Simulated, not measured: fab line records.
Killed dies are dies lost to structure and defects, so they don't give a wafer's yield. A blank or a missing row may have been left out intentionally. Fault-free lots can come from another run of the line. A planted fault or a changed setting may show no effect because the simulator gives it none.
Problem report, 8D (eight disciplines) form, completed by code | flow sky130 | the parts of the form that need people (team, actions taken, sign-off) are left out

== 1. WHAT WENT WRONG ==
Wafers without a fault read 0.939 a.u., standard deviation 0.0082; oes product au at SKY_LOCAL_INTERCONNECT_METAL_ETCH_14 reads a mean of 0.702 a.u. on 3 wafers belonging to 2 lots. That is -29 standard deviations from the usual mean.
The step: etches TiN in Cl2/BCl3, stops on PSG, target depth 110 nm, time 31.4 s.
First seen on wafer L685.1, day 36 03:40, on rie metal-03. At this step, 41 wafers from 14 lots have a number in the record. By rule, "out" or "out of limits" means more than 4 standard deviations away from the usual mean. Any other wafer with a number is counted as sound.

== 2. WHAT IT IS, WHAT IT ISN'T ==
question                    | is                                 | is not
which readings at this step | oes product au, throttle valve pct | drypump motor current A
which lots                  | L685, L687                         | L668, L669, L670, L672, L674, L676, L677, L678, L679, L681, L682, L683
which wafers of those lots  | L685.1, L685.6, L687.6             | L687.4, L687.5
read on which tools         | rie metal-03                       | rie metal-01, rie metal-02
when                        | from day 36 03:40                  | up to then (36 sound wafers); but 2 sound wafers of L687 came after

== 3. WHAT RULES OUT EACH SUSPECT ==
Counting: any tool at a process step up to the reading remains a suspect provided it ran every lot that is out. Sound lots after the first of them don't rule it out here, since some wafers of a struck lot are sound.
- cvd w-02 at SKY_LI_CONTACT_CVD_21 (deposits W, target thk 400 nm, time 120.56 s): kept. It ran every lot that is out, first L685 (day 35 00:29); its last sound lot up to then is L681 (day 33 18:06).
- rie metal-03 at SKY_LOCAL_INTERCONNECT_METAL_ETCH_14 (etches TiN in Cl2/BCl3, stops on PSG, target depth 110 nm, time 31.4 s): kept. It ran every lot that is out, first L685 (day 36 03:40); its last sound lot up to then is L683 (day 35 08:43). Its own readings are out on those wafers: oes product au, throttle valve pct.
- The sound lot-mates ran in chamber 1 of cvd w-02 at SKY_LI_CONTACT_CVD_21, but the wafers that are out ran in chamber 0.
After counting, cvd w-02 at SKY_LI_CONTACT_CVD_21 and rie metal-03 at SKY_LOCAL_INTERCONNECT_METAL_ETCH_14 remain.

== 4. THE CAUSE (what the simulator had put in) ==
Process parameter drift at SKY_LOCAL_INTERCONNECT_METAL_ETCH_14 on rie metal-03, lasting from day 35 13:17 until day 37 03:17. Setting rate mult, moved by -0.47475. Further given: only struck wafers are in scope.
After counting, 2 suspects remain, this tool included.

== 5. THE EFFECT CHAIN, in route order ==
Each row: a reading whose mean over the struck wafers that have a number lies more than 3 standard deviations from the usual. Only readings whose record carries a usual standard deviation are examined. hours: median over the lots of the time between each lot's start at the first step of this table that gives one and its start at this step. sigmas: the change, counted in usual standard deviations.
hours | step                                 | reading                  | usual      | on struck wafers | change | sigmas
0     | SKY_LOCAL_INTERCONNECT_METAL_ETCH_14 | oes product au           | 0.939 a.u. | 0.702            | -0.237 | -29
0     | SKY_LOCAL_INTERCONNECT_METAL_ETCH_14 | throttle valve pct       | 21.903 %   | 22.049           | +0.146 | +15
0     | SKY_LOCAL_INTERCONNECT_STRIP_15      | strip time to endpoint s | 4.708 s    | 4.935            | +0.227 | +15
Its process steps:
- SKY_LOCAL_INTERCONNECT_METAL_ETCH_14: etches TiN in Cl2/BCl3, stops on PSG, target depth 110 nm, time 31.4 s.
- SKY_LOCAL_INTERCONNECT_STRIP_15: strips in O2/N2.

== 6. WHAT WOULD HAVE CAUGHT IT SOONER ==
The fault began at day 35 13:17; the first out-of-limits reading in this record came at day 36 03:40, 14 hours later.
